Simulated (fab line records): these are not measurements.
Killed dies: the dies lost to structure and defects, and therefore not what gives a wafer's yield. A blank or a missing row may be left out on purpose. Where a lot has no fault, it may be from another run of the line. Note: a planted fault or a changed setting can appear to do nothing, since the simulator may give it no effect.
Which tool was responsible? + flow sky130 + 42 wafers from 14 lots sampled at 4 of the route's 708 steps

WHAT EACH GAUGE READ, for each wafer
SKY_VT_ADJUST_LVTN_TW_MEAS_21.
| lot  | measured     | on            | VT_ADJUST_LVTN_2_TW |
|------|--------------|---------------|---------------------|
| L328 | day 7 22:51  | film-metro-04 | 189.7 188.6 188.9   |
| L330 | day 9 02:02  | film-metro-03 | 187.7 186.5 186.7   |
| L332 | day 9 05:47  | film-metro-02 | 189.7 190.7 191.0   |
| L333 | day 9 19:04  | film-metro-03 | 186.5 186.7 187.4   |
| L334 | day 10 10:19 | film-metro-03 | 186.5 187.3 186.6   |
| L335 | day 10 13:08 | film-metro-04 | 188.0 188.8 188.4   |
| L338 | day 11 01:18 | film-metro-04 | 189.4 189.4 189.7   |
| L341 | day 11 11:01 | film-metro-03 | 185.8 187.6 185.5   |
| L346 | day 13 05:56 | film-metro-03 | 185.9 187.7 187.5   |
| L348 | day 13 11:58 | film-metro-02 | 191.6 191.6 191.4   |
| L347 | day 13 12:38 | film-metro-04 | 188.1 188.8 189.2   |
| L349 | day 13 18:08 | film-metro-02 | 191.6 191.3 191.7   |
| L350 | day 13 20:50 | film-metro-02 | 191.7 192.5 190.7   |
| L351 | day 14 08:52 | film-metro-03 | 188.0 188.4 186.5   |

SKY_LDD_N_TW_MEAS_17.
| lot  | measured     | on            | LDD_N_TW       |
|------|--------------|---------------|----------------|
| L328 | day 18 00:23 | film-metro-01 | 2575 2602 2580 |
| L330 | day 19 09:19 | film-metro-03 | 2540 2568 2553 |
| L332 | day 19 15:58 | film-metro-03 | 2548 2552 2569 |
| L333 | day 20 11:32 | film-metro-03 | 2582 2578 2561 |
| L334 | day 21 09:50 | film-metro-02 | 2628 2629 2629 |
| L335 | day 21 14:19 | film-metro-03 | 2588 2591 2590 |
| L338 | day 22 02:27 | film-metro-01 | 2596 2594 2608 |
| L341 | day 22 13:22 | film-metro-02 | 2624 2636 2624 |
| L348 | day 24 20:46 | film-metro-03 | 2563 2575 2562 |
| L349 | day 25 14:55 | film-metro-03 | 2572 2574 2569 |
| L350 | day 25 15:25 | film-metro-02 | 2607 2617 2599 |
| L351 | day 26 00:38 | film-metro-01 | 2586 2584 2586 |

WHAT TOOL EACH LOT RAN ON (gives the tool, then ch and the chambers of the sampled wafers, and finally the start)
| lot  | SKY_SONOS_ONO_STRIP_17               | SKY_POLY_GATE_DEVELOP_12          |
|------|--------------------------------------|-----------------------------------|
| L328 | plasma-asher-03 ch 0,1, day 13 00:46 | litho-track-01 ch 0, day 16 14:00 |
| L330 | plasma-asher-01 ch 0,1, day 14 05:26 | litho-track-02 ch 0, day 17 22:00 |
| L332 | plasma-asher-02 ch 0,1, day 14 12:01 | litho-track-02 ch 0, day 18 06:00 |
| L333 | plasma-asher-03 ch 0,1, day 15 03:10 | litho-track-02 ch 0, day 18 23:00 |
| L334 | plasma-asher-03 ch 0,1, day 15 19:39 | litho-track-03 ch 0, day 19 23:00 |
| L335 | plasma-asher-02 ch 0,1, day 16 00:42 | litho-track-02 ch 0, day 20 02:00 |
| L338 | plasma-asher-02 ch 0, day 16 14:26   | litho-track-01 ch 0, day 20 16:00 |
| L341 | plasma-asher-02 ch 0,1, day 17 01:14 | litho-track-03 ch 0, day 21 03:00 |
| L346 | plasma-asher-02 ch 0,1, day 19 04:58 | litho-track-01, day 23 08:00      |
| L348 | plasma-asher-03 ch 1, day 19 12:32   | litho-track-02 ch 0, day 23 12:00 |
| L347 | plasma-asher-02 ch 0,1, day 19 12:50 | litho-track-01, day 23 15:00      |
| L349 | plasma-asher-02 ch 0, day 20 02:05   | litho-track-03 ch 0, day 24 05:00 |
| L350 | plasma-asher-03 ch 0,1, day 20 02:20 | litho-track-02 ch 0, day 24 06:00 |
| L351 | plasma-asher-03 ch 0,1, day 20 13:59 | litho-track-02 ch 0, day 24 15:00 |
- SKY_SONOS_ONO_STRIP_17: strips in O2/N2.
- SKY_POLY_GATE_DEVELOP_12: develop time 60 s.

AS READ BY THE TOOLS THEMSELVES (means over the sampled wafers that have a number; for cases with no such wafer, the mark the record gives instead)
SKY_SONOS_ONO_STRIP_17.
| lot  | tool            | drypump-motor-current-A (A) | oes-product-au (a.u.) | strip-time-to-endpoint-s (s) |
|------|-----------------|-----------------------------|-----------------------|------------------------------|
| L328 | plasma-asher-03 | 6.2                         | 0.711                 | 14.15                        |
| L330 | plasma-asher-01 | 6.0                         | 0.709                 | 14.08                        |
| L332 | plasma-asher-02 | 5.6                         | 0.711                 | 14.08                        |
| L333 | plasma-asher-03 | 6.2                         | 0.703                 | 14.06                        |
| L334 | plasma-asher-03 | 6.4                         | 0.710                 | 14.02                        |
| L335 | plasma-asher-02 | 5.6                         | 0.708                 | 14.10                        |
| L338 | plasma-asher-02 | 5.6                         | 0.707                 | 14.13                        |
| L341 | plasma-asher-02 | 5.6                         | 0.711                 | 14.12                        |
| L346 | plasma-asher-02 | 5.6                         | 0.708                 | 14.16                        |
| L348 | plasma-asher-03 | 6.1                         | 0.711                 | 14.12                        |
| L347 | plasma-asher-02 | 5.6                         | 0.706                 | 14.10                        |
| L349 | plasma-asher-02 | 5.6                         | 0.712                 | 14.10                        |
| L350 | plasma-asher-03 | 6.2                         | 0.709                 | 14.10                        |
| L351 | plasma-asher-03 | 6.3                         | 0.713                 | 14.14                        |

SKY_POLY_GATE_DEVELOP_12.
| lot  | tool           | chill-plate-temp-C (C) |
|------|----------------|------------------------|
| L328 | litho-track-01 | 22.97                  |
| L330 | litho-track-02 | 23.04                  |
| L332 | litho-track-02 | 22.83                  |
| L333 | litho-track-02 | 22.95                  |
| L334 | litho-track-03 | 22.99                  |
| L335 | litho-track-02 | 22.82                  |
| L338 | litho-track-01 | 23.04                  |
| L341 | litho-track-03 | 23.04                  |
| L346 | litho-track-01 | -                      |
| L348 | litho-track-02 | 23.18                  |
| L347 | litho-track-01 | -                      |
| L349 | litho-track-03 | 23.03                  |
| L350 | litho-track-02 | 23.03                  |
| L351 | litho-track-02 | 23.18                  |

THE ANSWER, worked out from the rows above alone
Rule: the usual values come from the lots themselves. The widest of any qualifying gaps counts: lots, ordered by their means at a reading, are off when they make up no more than a third of the lots, leave a main group of 4 or more, and stand apart from it by 3 or more times the standard deviation of that group's means. Not used: any main group whose means are identical at the precision the tables above print for the reading. Also off: a lot with no number at a reading for which 4 or more lots have one. All remaining lots with rows at the step are treated as sound. After the gauges, taken in route order, come the tools' own readings; for these a lot's mean is taken, as printed above. The first step at which some lot is off is used, and at that step the reading that is off furthest; a lot without a number counts as furthest.
Off: L346, L347, at SKY_POLY_GATE_DEVELOP_12 (chill-plate-temp-C). Without a number there: L346, L347. For the main group the mean is 23.01 C and the standard deviation 0.11.
A tool fits if, at that step or a process step before it, it ran every lot that is off, and no sound lot after the first of them. One fits: SKY_POLY_GATE_DEVELOP_12 on litho-track-01. A fault onset in the window from L338 (day 20 16:00, its last sound lot) to L346 (day 23 08:00, its first lot off) fits.
Blank at SKY_POLY_GATE_DEVELOP_12 on the lots that are off, where sound lots have numbers: chill-plate-temp-C.

WHAT THE SIMULATOR HAD INSERTED
Step skipped in full: litho-track-01, at SKY_POLY_GATE_DEVELOP_12, from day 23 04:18 onward. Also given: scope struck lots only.
Lots struck among those shown: L346, L347. Same finding as the rule above.
